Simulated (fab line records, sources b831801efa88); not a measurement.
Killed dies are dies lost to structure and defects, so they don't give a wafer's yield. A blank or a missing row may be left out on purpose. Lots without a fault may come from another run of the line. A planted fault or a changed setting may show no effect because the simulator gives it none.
Which tool did it? | flow gf180mcu | 14 lots, 42 wafers sampled, at 4 steps of a route of 602

WHAT THE GAUGES READ, wafer by wafer
GF_MIM_RS_MEAS_10: measures by four-point-probe.
lot  | measured     | on            | MIM_ALCU_RS (ohm/sq)
L173 | day 24 09:17 | film_metro-04 | 0.1607 0.1600 0.1600
L175 | day 25 03:06 | film_metro-04 | 0.1593 0.1586 0.1583
L179 | day 27 01:22 | film_metro-01 | 0.1625 0.1624 0.1615
L180 | day 26 22:05 | film_metro-03 | 0.1611 0.1620 0.1621
L181 | day 27 09:13 | film_metro-01 | 0.1597 0.1608 0.1607
L185 | day 28 09:16 | film_metro-01 | 0.1626 0.1625 0.1607
L186 | day 28 21:45 | film_metro-01 | 0.1611 0.1626 0.1610
L187 | day 29 01:43 | film_metro-01 | 0.1600 0.1618 0.1610
L189 | day 29 16:31 | film_metro-01 | 0.1593 0.1594 0.1594
L191 | day 30 02:23 | film_metro-04 | 0.1645 0.1630 0.1627
L192 | day 30 07:06 | film_metro-01 | 0.1613 0.1615 0.1618
L194 | day 31 00:44 | film_metro-03 | 0.1615 0.1615 0.1624
L195 | day 31 04:32 | film_metro-03 | 0.1608 0.1585 0.1594
L196 | day 31 07:46 | film_metro-01 | 0.1638 0.1647 0.1649

WHICH TOOL RAN EACH LOT (tool, then ch and the chambers of the sampled wafers, then the start)
lot  | GF_LVPWELL_DEVELOP_06            | GF_M2_SPUTTER_01             | GF_MIM_SPUTTER_07
L173 | litho_track-04 ch 0, day 3 19:00 | pvd_sputter-01, day 18 02:03 | pvd_sputter-03, day 24 09:11
L175 | litho_track-03 ch 0, day 4 07:00 | pvd_sputter-01, day 18 22:32 | pvd_sputter-03, day 25 03:00
L179 | litho_track-03 ch 0, day 5 10:00 | pvd_sputter-04, day 21 01:33 | pvd_sputter-02, day 27 01:16
L180 | litho_track-03 ch 0, day 5 12:00 | pvd_sputter-02, day 20 23:23 | pvd_sputter-02, day 26 21:59
L181 | litho_track-03 ch 0, day 5 19:00 | pvd_sputter-02, day 21 10:32 | pvd_sputter-03, day 27 09:06
L185 | litho_track-04 ch 0, day 6 16:00 | pvd_sputter-02, day 22 16:31 | pvd_sputter-01, day 28 09:07
L186 | litho_track-01 ch 0, day 6 20:00 | pvd_sputter-01, day 23 06:23 | pvd_sputter-01, day 28 21:37
L187 | litho_track-04 ch 0, day 7 04:00 | pvd_sputter-01, day 23 09:14 | pvd_sputter-02, day 29 01:35
L189 | litho_track-01 ch 0, day 7 14:00 | pvd_sputter-01, day 24 02:26 | pvd_sputter-01, day 29 16:25
L191 | litho_track-01 ch 0, day 8 02:00 | pvd_sputter-04, day 24 14:49 | pvd_sputter-03, day 30 02:16
L192 | litho_track-04 ch 0, day 8 07:00 | pvd_sputter-02, day 24 20:56 | pvd_sputter-03, day 30 06:59
L194 | litho_track-03 ch 0, day 8 23:00 | pvd_sputter-04, day 25 17:11 | pvd_sputter-03, day 31 00:38
L195 | litho_track-03 ch 0, day 9 02:00 | pvd_sputter-04, day 25 23:39 | pvd_sputter-01, day 31 04:25
L196 | litho_track-03 ch 0, day 9 08:00 | pvd_sputter-04, day 26 03:18 | pvd_sputter-03, day 31 07:40
- GF_LVPWELL_DEVELOP_06: develop time 60 s.
- GF_M2_SPUTTER_01: material TiN, target thk 30 nm, time 25 s.
- GF_MIM_SPUTTER_07: material TiN, target thk 60 nm, time 50 s.

WHAT THE TOOLS THEMSELVES READ (means of the sampled wafers that have a number; where no wafer has one, the mark that the record gives instead)
GF_LVPWELL_DEVELOP_06.
lot  | tool           | chill_plate_temp_C (C) | developer_temp_C (C)
L173 | litho_track-04 | 23.03                  | 23.10
L175 | litho_track-03 | 22.96                  | 23.07
L179 | litho_track-03 | 23.14                  | 21.92
L180 | litho_track-03 | 22.93                  | 22.02
L181 | litho_track-03 | 22.99                  | 22.12
L185 | litho_track-04 | 23.08                  | 23.11
L186 | litho_track-01 | 23.04                  | 23.06
L187 | litho_track-04 | 22.95                  | 23.13
L189 | litho_track-01 | 22.92                  | 23.01
L191 | litho_track-01 | 22.95                  | 22.88
L192 | litho_track-04 | 22.97                  | 23.02
L194 | litho_track-03 | 22.98                  | 23.04
L195 | litho_track-03 | 23.05                  | 22.89
L196 | litho_track-03 | 23.00                  | 22.97

GF_M2_SPUTTER_01.
lot  | tool           | throttle_valve_pct (%)
L173 | pvd_sputter-01 | 29.9
L175 | pvd_sputter-01 | 29.6
L179 | pvd_sputter-04 | 30.8
L180 | pvd_sputter-02 | 29.4
L181 | pvd_sputter-02 | 29.0
L185 | pvd_sputter-02 | 28.6
L186 | pvd_sputter-01 | 29.2
L187 | pvd_sputter-01 | 29.3
L189 | pvd_sputter-01 | 29.3
L191 | pvd_sputter-04 | 29.9
L192 | pvd_sputter-02 | 29.4
L194 | pvd_sputter-04 | 30.6
L195 | pvd_sputter-04 | 30.7
L196 | pvd_sputter-04 | 31.3

GF_MIM_SPUTTER_07.
lot  | tool           | throttle_valve_pct (%)
L173 | pvd_sputter-03 | 30.5
L175 | pvd_sputter-03 | 30.5
L179 | pvd_sputter-02 | 29.1
L180 | pvd_sputter-02 | 29.2
L181 | pvd_sputter-03 | 29.8
L185 | pvd_sputter-01 | 30.0
L186 | pvd_sputter-01 | 29.9
L187 | pvd_sputter-02 | 29.8
L189 | pvd_sputter-01 | 29.2
L191 | pvd_sputter-03 | 31.1
L192 | pvd_sputter-03 | 30.5
L194 | pvd_sputter-03 | 31.1
L195 | pvd_sputter-01 | 29.6
L196 | pvd_sputter-03 | 31.1

THE ANSWER, worked out from the rows above alone
Rule: what is usual is taken from the lots themselves. Put in order of their means at a reading, lots are off if they are a third of the lots or fewer, leave a main group of 4 or more, and stand apart from it by a gap of 3 or more times the standard deviation of the main group's means; of several such gaps the widest counts. A main group whose means are all the same, to the digits that the tables above print for the reading, isn't used. A lot without any number at a reading at which 4 lots or more have one is off too. The other lots that the step has rows for count as sound. The gauges are gone through in route order, then the tools' own readings, and for those a lot's mean is taken as printed above. The first step at which some lot is off is used, and at that step the reading that is off furthest; a lot without a number counts as furthest.
Off: L179, L180, L181, at GF_LVPWELL_DEVELOP_06 (developer_temp_C). The main group: mean 23.03 C, standard deviation 0.08.
A tool fits if, at that step or a process step before it, it ran every lot that is off, and no sound lot after the first of them. None of those tried fits.

WHAT THE SIMULATOR HAD PUT IN
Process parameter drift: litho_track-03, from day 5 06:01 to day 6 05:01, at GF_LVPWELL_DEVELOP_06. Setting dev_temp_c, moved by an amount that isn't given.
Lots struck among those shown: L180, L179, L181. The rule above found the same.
